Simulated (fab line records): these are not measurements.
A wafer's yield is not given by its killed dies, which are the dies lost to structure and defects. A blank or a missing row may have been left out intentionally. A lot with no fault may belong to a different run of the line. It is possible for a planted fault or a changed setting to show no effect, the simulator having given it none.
fab line records	flow sky130
[record] lots = 12	wafers = 34	last_day = 50
route steps=708 shown VIA2@528 PAD_OPEN@708
lots that met no fault: taken from a fault-free run of the same line
start_h: start of the lot's first displayed wafer, in hours after the record's first day	wait_h: how many hours have passed since the lot's step before this one	" the same as in the row above	L1.1+2: a single row standing in for several wafers	- no value, or no start given	* or withheld: withheld	< > ~ a bound
route shown NAME@n: NAME is a module with steps in the file, n the number in the route of the first one	usual: mean/standard deviation taken from wafers without a fault	same: alike in all rows	chamber/n: place in a boat	sites: per-site readings	_std_site: their standard deviation	_edge_site: the outer-site mean with the inner-site mean subtracted	radius_mm: for every site, how far away it sits from the centre of the wafer	mask NAME#n: copy n	behind: the tool/chamber that last shaped the wafer	hold: why the lot went on hold/how many hours it stayed there/how the hold came to an end	device: the transistor (n, p or np) that didn't switch	end of line: the same wafers' tests at the end of the route	a step without rows: its recipe alone	killed: not the wafer's yield, but the dies lost to structure and defects at the first sort	map: a wafer's dies, marking killed ones x, the rest . and places with no die _
set.NAME: the setting as run; set.NAME@STEP: as run at that earlier step	model.NAME: the simulator's own value behind a step, which no gauge read
one table for each step of the route and one row for each wafer, over a sample of lots
services: a tool's chamber out of use, with start hour (start_h, from the record's first day; less than 0 if before it), hours out, and reason
[[steps]]
[step SKY_VIA2_CVD_21]
[recipe] material = W	target_thk_nm = 420	time_s = 126.4	temp_c = 400	pressure_torr = 40
[usual] heater_power_w = 915/110
lot.wafer	tool	chamber	start_h	wait_h	heater_power_w
L366.3	cvd_w-02	1	864.78	0.1	1031
L366.4	"	0	"	"	834
L366.6	"	0	"	"	839
L367.3	cvd_w-01	1	867.86	0.1	1034
L367.4	"	0	"	"	818
L367.6	"	1	"	"	1024
L373.1	cvd_w-02	0	913.79	0.0	861
L373.2	"	1	"	"	1015
L373.3	"	1	"	"	1030
L375.3	cvd_w-02	0	922.22	0.1	816
L375.6	"	1	"	"	1036
L376.1	cvd_w-02	1	934.32	0.0	1021
L376.6	"	1	"	"	1011
L379.2	cvd_w-01	1	941.93	0.0	987
L379.4	"	0	"	"	740
L379.6	"	1	"	"	1011
L382.1	cvd_w-01	1	963.70	0.0	1014
L382.5	"	1	"	"	989
L382.6	"	0	"	"	757
L381.1	cvd_w-01	0	968.56	0.0	771
L381.3	"	1	"	"	982
L381.6	"	0	"	"	747
L383.2	cvd_w-01	0	974.12	0.0	769
L383.3	"	0	"	"	744
L383.6	"	0	"	"	760
L385.2	cvd_w-01	1	985.23	0.0	973
L385.5	"	1	"	"	1009
L385.6	"	0	"	"	758
L389.1	cvd_w-01	1	1003.00	0.0	1008
L389.4	"	1	"	"	1001
L389.5	"	0	"	"	751
L388.1	cvd_w-01	1	1004.90	0.0	1005
L388.2	"	0	"	"	753
L388.4	"	1	"	"	987
[step SKY_VIA2_RS_MEAS_22]
[recipe] thk_meas_gauge = four-point-probe	reads = W_of_VIA2_CVD_21+TiN_of_VIA2_SPUTTER_20
[usual] VIA2_W_RS = 0.271/0.0053
lot.wafer	tool	chamber	start_h	wait_h	hold	VIA2_W_RS[ohm/sq]
L366.3	film_metro-02	-	864.91	0.1	-	0.274
L366.4	"	-	"	"	-	0.279
L366.6	"	-	"	"	-	0.275
L367.3	film_metro-01	-	867.98	0.1	-	0.266
L367.4	"	-	"	"	-	0.275
L367.6	"	-	"	"	-	0.264
L373.1	film_metro-02	-	913.92	0.1	await_dispo/0.2h/release	0.381
L373.2	"	-	"	"	await_dispo/0.2h/release	0.275
L373.3	"	-	"	"	await_dispo/0.2h/release	0.275
L373.1	film_metro-02	-	914.21	0.3	-	0.382
L373.2	"	-	"	"	-	0.275
L373.3	"	-	"	"	-	0.275
L375.3	film_metro-04	-	922.34	0.1	await_dispo/0.2h/release	0.273
L375.6	"	-	"	"	await_dispo/0.2h/release	0.364
L375.3	film_metro-04	-	922.63	0.3	-	0.274
L375.6	"	-	"	"	-	0.363
L376.1	film_metro-02	-	934.45	0.1	await_dispo/0.2h/release	0.360
L376.6	"	-	"	"	await_dispo/0.2h/release	0.365
L376.1	film_metro-02	-	934.74	0.3	-	0.360
L376.6	"	-	"	"	-	0.365
L379.2	film_metro-04	-	942.08	0.1	-	0.266
L379.4	"	-	"	"	-	0.276
L379.6	"	-	"	"	-	0.264
L382.1	film_metro-01	-	963.83	0.1	-	0.259
L382.5	"	-	"	"	-	0.259
L382.6	"	-	"	"	-	0.272
L381.1	film_metro-04	-	968.69	0.1	-	0.269
L381.3	"	-	"	"	-	0.267
L381.6	"	-	"	"	-	0.274
L383.2	film_metro-01	-	974.27	0.1	-	0.272
L383.3	"	-	"	"	-	0.270
L383.6	"	-	"	"	-	0.272
L385.2	film_metro-02	-	985.38	0.1	-	0.263
L385.5	"	-	"	"	-	0.261
L385.6	"	-	"	"	-	0.272
L389.1	film_metro-02	-	1003.13	0.1	-	0.264
L389.4	"	-	"	"	-	0.263
L389.5	"	-	"	"	-	0.271
L388.1	film_metro-02	-	1005.03	0.1	-	0.267
L388.2	"	-	"	"	-	0.276
L388.4	"	-	"	"	-	0.265
[step SKY_VIA2_THK_MEAS_23]
[recipe] thk_meas_gauge = xrf	reads = W_of_VIA2_CVD_21
[usual] VIA2_W_THK = 426/9
lot.wafer	tool	chamber	start_h	wait_h	hold	VIA2_W_THK[nm]
L366.3	film_metro-02	-	865.01	0.1	-	416
L366.4	"	-	"	"	-	408
L366.6	"	-	"	"	-	417
L367.3	film_metro-01	-	868.08	0.1	-	431
L367.4	"	-	"	"	-	423
L367.6	"	-	"	"	-	438
L373.1	film_metro-02	-	915.81	1.6	await_dispo/0.2h/release	303
L373.2	"	-	"	"	await_dispo/0.2h/release	419
L373.3	"	-	"	"	await_dispo/0.2h/release	422
L373.1	film_metro-02	-	916.04	0.2	-	303
L373.2	"	-	"	"	-	419
L373.3	"	-	"	"	-	421
L375.3	film_metro-04	-	929.00	6.4	await_dispo/0.2h/release	424
L375.6	"	-	"	"	await_dispo/0.2h/release	319
L375.3	film_metro-04	-	929.23	0.2	-	425
L375.6	"	-	"	"	-	318
L376.1	film_metro-02	-	939.81	5.1	await_dispo/0.2h/release	321
L376.6	"	-	"	"	await_dispo/0.2h/release	316
L376.1	film_metro-02	-	941.38	1.6	-	319
L376.6	"	-	"	"	-	316
L379.2	film_metro-04	-	942.19	0.1	-	438
L379.4	"	-	"	"	-	420
L379.6	"	-	"	"	-	444
L382.1	film_metro-01	-	963.95	0.1	-	443
L382.5	"	-	"	"	-	441
L382.6	"	-	"	"	-	420
L381.1	film_metro-04	-	968.81	0.1	-	434
L381.3	"	-	"	"	-	441
L381.6	"	-	"	"	-	429
L383.2	film_metro-01	-	974.38	0.1	-	420
L383.3	"	-	"	"	-	429
L383.6	"	-	"	"	-	421
L385.2	film_metro-02	-	985.49	0.1	-	436
L385.5	"	-	"	"	-	438
L385.6	"	-	"	"	-	424
L389.1	film_metro-02	-	1003.25	0.1	-	434
L389.4	"	-	"	"	-	435
L389.5	"	-	"	"	-	422
L388.1	film_metro-02	-	1005.15	0.1	-	427
L388.2	"	-	"	"	-	418
L388.4	"	-	"	"	-	432
[step SKY_VIA2_CMP_24]
[recipe] stop_on = SiO2	t_overpolish_s = 20	down_force_psi = 3.5	platen_rpm = 60	target_thk_nm = 0	pad_velocity_m_s = 0.94248
[usual] head_pressure_psi = 3.500/0.0074	motor_current_A = 11.6/1.9	time_to_endpoint_s = 100/5.5
lot.wafer	tool	chamber	start_h	wait_h	hold	head_pressure_psi	motor_current_A	time_to_endpoint_s
L366.4	cmp-01	0	865.05	0.0	-	3.495	8.7	97
L366.3	"	2	"	"	-	3.491	15.3	96
L366.6	"	0	"	"	-	3.499	8.8	103
L367.3	cmp-02	0	868.12	0.0	-	3.494	11.0	98
L367.4	"	1	"	"	-	3.502	12.3	90
L367.6	"	1	"	"	-	3.502	12.4	96
L373.1	cmp-02	3	919.77	3.7	await_dispo/3.7h/release	3.490	13.1	69
L373.3	"	0	"	"	await_dispo/3.7h/release	3.502	11.1	99
L373.2	"	2	"	"	await_dispo/3.7h/release	3.503	10.3	102
L375.3	cmp-02	3	932.92	3.7	await_dispo/3.5h/release	3.494	13.1	98
L375.6	"	2	"	"	await_dispo/3.5h/release	3.515	10.0	75
L379.2	cmp-02	2	942.61	0.4	-	3.506	9.6	106
L379.4	"	0	"	"	-	3.510	10.9	99
L379.6	"	1	"	"	-	3.502	12.6	102
L376.1	cmp-02	2	946.89	5.5	await_dispo/5.4h/release	3.495	9.3	79
L376.6	"	1	"	"	await_dispo/5.4h/release	3.500	12.5	69
L382.1	cmp-02	0	964.11	0.1	-	3.504	11.0	104
L382.5	"	2	"	"	-	3.513	9.6	105
L382.6	"	3	"	"	-	3.507	12.6	100
L381.1	cmp-01	0	968.97	0.1	-	3.499	9.4	103
L381.3	"	1	"	"	-	3.501	9.9	100
L381.6	"	2	"	"	-	3.507	15.6	101
L383.3	cmp-01	3	974.43	0.0	-	3.498	11.0	104
L383.2	"	2	"	"	-	3.504	15.7	96
L383.6	"	0	"	"	-	3.506	9.1	99
L385.2	cmp-01	3	985.84	0.3	-	3.490	11.5	109
L385.5	"	3	"	"	-	3.489	11.5	115
L385.6	"	0	"	"	-	3.490	9.3	105
L389.4	cmp-02	2	1003.31	0.0	-	3.499	10.3	113
L389.1	"	0	"	"	-	3.503	10.9	107
L389.5	"	2	"	"	-	3.492	10.1	109
L388.4	cmp-01	2	1005.21	0.0	-	3.500	15.8	104
L388.2	"	3	"	"	-	3.505	11.4	104
L388.1	"	1	"	"	-	3.509	9.1	99
[step SKY_PAD_OPEN_PROBE_99]
[usual] defect_limited_yield = 82.3/2	killed_at_M0_to_M3 = 43/7.3	killed_at_M4_up = 3.1/1.7	killed_at_contacts = 25/5.3	killed_at_front_end = 15/4.3	killed_at_other = 0.2/0.54	killed_dies = 87/10	killed_open = 48/7.6	killed_short = 38/6.1	sort_bin_3_pad_short = 0.9/0.42	sort_bin_5_function = 10.5/1.5	sort_bin_6_memory = 6.3/1.2	sort_n_pass = 405/10	sort_yield_pct = 82.3/2
[same] gross_dies = 492	killed_at_back_side = 0	sort_bin_4_leakage[%] = 0	sort_bin_8_speed[%] = 0
lot.wafer	tool	chamber	start_h	wait_h	defect_limited_yield[%]	killed_at_M0_to_M3	killed_at_M4_up	killed_at_contacts	killed_at_front_end	killed_at_other	killed_dies	killed_open	killed_short	sort_bin_3_pad_short[%]	sort_bin_5_function[%]	sort_bin_6_memory[%]	sort_n_pass	sort_yield_pct[%]
L376.1	prober-01	-	1145.53	0.1	85.2	39	1	24	9	0	73	47	26	1.2	9.3	4.3	419	85.2
// killed by level:class
L376.1 VIA1:geometric_particle:open=11 CONTACT:geometric_particle:open=10 METAL2:geometric_particle:short=8 LI_CONTACT:geometric_particle:open=6 VIA2:geometric_particle:open=6 VIA3:geometric_particle:open=6 CONTACT:geometric_particle:short=4 FIELD_ISO:geometric_particle:open=3
[[services]]
tool	chamber	start_h	hours	kind
cmp-01	-	860.38	0.3	repair
cvd_w-02	-	880.81	1.6	repair
cmp-01	-	884.03	6.3	pm
cvd_w-01	-	888.48	6.0	pm
cmp-02	-	903.55	0.6	repair
cvd_w-01	-	904.00	14.0	pm
cvd_w-01	0	904.00	14.0	vent_cycle
cvd_w-01	1	904.00	14.0	vent_cycle
cmp-01	-	912.46	4.0	pm
cmp-01	-	916.46	-	consumable_replace:conditioner
cmp-01	-	916.46	-	consumable_replace:pad
cvd_w-01	0	918.00	-	clean
cvd_w-01	1	918.00	-	clean
cvd_w-02	-	918.58	2.8	pm
cmp-01	-	937.22	11.2	pm
cmp-02	-	976.79	14.1	pm
cmp-02	-	990.93	4.3	pm
[[key]]
[first_sign] step = SKY_VIA2_RS_MEAS_22	reading = visit	direction = added
[effect] step = SKY_VIA2_RS_MEAS_22	reading = VIA2_W_RS	direction = up	sigmas = 18	usual = 0.271	struck = 0.368
[effect] step = SKY_VIA2_THK_MEAS_23	reading = visit	direction = added
[effect] step = SKY_VIA2_THK_MEAS_23	reading = VIA2_W_THK	direction = down	sigmas = 12	usual = 426	struck = 315
[effect] step = SKY_VIA2_CMP_24	reading = time_to_endpoint_s	direction = down	sigmas = 5	usual = *	struck = *
met_at SKY_VIA2_CVD_21
struck_lots L373,L375,L376
struck_wafers L373.1,L375.6,L376.1,L376.6
onset_between 864.78 913.79
[fault] kind = process_parameter_drift	tool = cvd_w-02	chamber = -	onset_h = 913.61	steps = SKY_VIA2_CVD_21	channel = target_thk_nm	offset = -108.8	shape = step	end_h = 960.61	scope = struck_wafers_only	acts_in = these_recipes_only	stated = 420
